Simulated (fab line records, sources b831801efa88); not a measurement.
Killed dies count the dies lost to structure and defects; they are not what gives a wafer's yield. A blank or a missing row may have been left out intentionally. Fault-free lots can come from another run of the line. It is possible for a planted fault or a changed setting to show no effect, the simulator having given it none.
Chamber matching -- flow sky130 -- 4 sister chambers for SKY_VIA1_ETCH_15 on rie_diel-02
The step etches SiO2 in C4F8/O2/Ar, stops on TiN, target depth 351 nm, time 54 s. 27 wafers are shown with their chamber, then 12 later ones without.

## WAFERS WITH THEIR CHAMBER
wafer,chamber,oes_product_au (a.u.)
L075.3,0,0.974
L075.4,2,0.981
L075.5,3,0.985
L076.1,1,0.986
L076.2,0,0.976
L076.6,0,0.977
L078.1,0,0.986
L078.5,3,0.975
L078.6,0,0.974
L079.2,0,0.983
L079.3,1,0.983
L079.4,3,0.979
L083.2,2,0.967
L083.3,1,0.985
L083.4,3,0.977
L084.1,1,0.985
L084.3,3,0.986
L084.4,3,0.988
L085.2,3,0.996
L085.4,0,0.977
L085.5,3,0.981
L087.2,1,0.981
L087.3,3,0.987
L087.5,3,0.984
L088.3,2,0.966
L088.5,3,0.985
L088.6,2,0.973

SIGNATURES (means of the wafers above)
reading,chamber 0,chamber 1,chamber 2,chamber 3,scatter within a chamber
oes_product_au,0.97814,0.98400,0.97175,0.98391,0.00521
Rule: distance of a wafer from a chamber = root of the sum over the readings of ((wafer's reading minus chamber's mean) / reading's scatter) squared. If the next closest chamber is less than 2 further off than the closest, the wafer can't be placed; otherwise it belongs to the closest. The scatter: the root of (the sum of the squares of (reading less its chamber's mean) over the shown wafers, divided by (wafers less chambers)).

## WAFERS WITH NO CHAMBER GIVEN
wafer,oes_product_au (a.u.)
L089.4,0.984
L089.5,0.985
L089.6,0.962
L092.1,0.978
L092.4,0.973
L092.6,0.980
L093.2,0.992
L093.3,0.975
L093.5,0.985
L097.2,0.975
L097.3,0.969
L097.4,0.988

## CHAMBER TAKEN BY EACH
wafer,from the rows above,in truth
L089.4,can't be placed: 1 or 3 or 0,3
L089.5,can't be placed: 1 or 3 or 0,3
L089.6,can't be placed: 2 or 0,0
L092.1,can't be placed: 0 or 3 or 1 or 2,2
L092.4,can't be placed: 2 or 0 or 3 or 1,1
L092.6,can't be placed: 0 or 3 or 1 or 2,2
L093.2,can't be placed: 1 or 3 or 0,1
L093.3,can't be placed: 0 or 2 or 3 or 1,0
L093.5,can't be placed: 1 or 3 or 0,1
L097.2,can't be placed: 0 or 2 or 3 or 1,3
L097.3,can't be placed: 2 or 0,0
L097.4,can't be placed: 1 or 3 or 0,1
Placed correctly: 0 of 12. Unplaceable from these rows: 12, with the true chamber sitting among the candidates in 12. Wrongly placed: 0.
